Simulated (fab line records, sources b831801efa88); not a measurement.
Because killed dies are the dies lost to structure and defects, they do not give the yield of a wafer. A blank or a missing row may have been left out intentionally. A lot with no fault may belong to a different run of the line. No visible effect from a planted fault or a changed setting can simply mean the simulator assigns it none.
Problem report, 8D (eight disciplines) form, completed by code    flow sky130    the parts of the form that need people (team, actions taken, sign-off) are left out

1. THE PROBLEM
LOCAL_INTERCONNECT_TIN_RS at SKY_LOCAL_INTERCONNECT_RS_MEAS_01 reads a mean of 13.19 ohm/sq on 1 wafer of 1 lot; wafers without a fault read 14.16 ohm/sq with a standard deviation of 0.14. That puts it -6.9 standard deviations away from the usual mean.
The step: measures by four-point-probe.
First seen on wafer L232.3, day 30 12:49, on film metro-03. The record has a number at this step for 29 wafers belonging to 10 lots. The rule behind "out" and "out of limits": a value lying over 4 standard deviations away from the usual mean. The rest of the wafers with a number are treated as sound.

2. WHAT IT IS AND WHAT IT IS NOT
question                     is                         is not
which readings at this step  LOCAL_INTERCONNECT_TIN_RS  -
which lots                   L232                       L228, L229, L230, L241, L242, L243, L244, L249, L251
which wafers of those lots   L232.3                     L232.1
read on which gauges         film metro-03              film metro-01, film metro-02
when                         from day 30 12:49          up to then (10 sound wafers); but 18 sound wafers of L241, L242, L243, L244, L249, L251 came after

3. THE SUSPECTS, EACH WITH WHAT RULES IT OUT
Counting: a tool at a process step up to the reading stays a suspect if it ran every lot that is out. Sound lots after the first of them don't rule it out here, since some wafers of a struck lot are sound.
- the gauge at SKY_LOCAL_INTERCONNECT_RS_MEAS_01: ruled out. All the wafers that are out were read on film metro-03, but those of them that SKY_LOCAL_INTERCONNECT_METAL_ETCH_14 has rows for are out there too, on other tools.
- rie diel-02 at SKY_SPACER_ETCHBACK_02 (etches Si3N4 in CH3F/O2, stops on SiO2, time 46.7 s, target depth 45 nm): kept. It processed L232, the lot that is out, at day 24 09:22, and its most recent sound lot before then was L229 at day 23 01:31.
- pvd sputter-02 at SKY_LOCAL_INTERCONNECT_SPUTTER_00 (material TiN, target thk 100 nm, time 83.3 s): kept. It processed L232, the lot that is out, at day 30 12:46, and its most recent sound lot before then was L229 at day 29 07:30.
- At SKY_SPACER_ETCHBACK_02 on rie diel-02, chamber 2 took the sound wafers of the same lots and chamber 3 took the wafers that are out.
After counting, rie diel-02 at SKY_SPACER_ETCHBACK_02 and pvd sputter-02 at SKY_LOCAL_INTERCONNECT_SPUTTER_00 remain.

4. THE CAUSE (what the simulator had put in)
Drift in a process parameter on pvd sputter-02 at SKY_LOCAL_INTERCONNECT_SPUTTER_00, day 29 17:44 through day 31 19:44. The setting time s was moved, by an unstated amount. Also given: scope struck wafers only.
This tool is one of the 2 suspects left after counting.

5. THE EFFECT CHAIN, in route order
Each row: a reading where the mean over the struck wafers with a number is more than 3 standard deviations away from the usual. Only readings whose record carries a usual standard deviation are examined. hours: median over the lots of the time between each lot's start at the first step of this table that gives one and its start at this step. sigmas: the change, counted in usual standard deviations.
hours  step                                  reading                     usual         on struck wafers  change  sigmas
0      SKY_LOCAL_INTERCONNECT_RS_MEAS_01     LOCAL_INTERCONNECT_TIN_RS   14.16 ohm/sq  13.19             -0.97   -6.9
0      SKY_LOCAL_INTERCONNECT_THK_MEAS_02    LOCAL_INTERCONNECT_TIN_THK  100.6 nm      108.5             +7.9    +8.1
28     SKY_LOCAL_INTERCONNECT_METAL_ETCH_14  oes product au              0.942 a.u.    0.981             +0.039  +5.7
Process steps it contains:
- SKY_LOCAL_INTERCONNECT_METAL_ETCH_14: etches TiN in Cl2/BCl3, stops on PSG, target depth 110 nm, time 31.4 s.

6. WHAT WOULD HAVE CAUGHT IT SOONER
The first out-of-limits reading at a measuring or inspecting step in this record came at day 30 12:49, 19 hours after the fault's start at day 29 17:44.
Tool readings at SKY_LOCAL_INTERCONNECT_SPUTTER_00 with a usual standard deviation given in the record: none out on any struck wafer, hence no alarm at a limit of 4 standard deviations on them.
By day 30 12:49, every lot that is out (1) had started SKY_LOCAL_INTERCONNECT_SPUTTER_00 on pvd sputter-02. Had the tool been put on hold then, not one of them would have been saved.
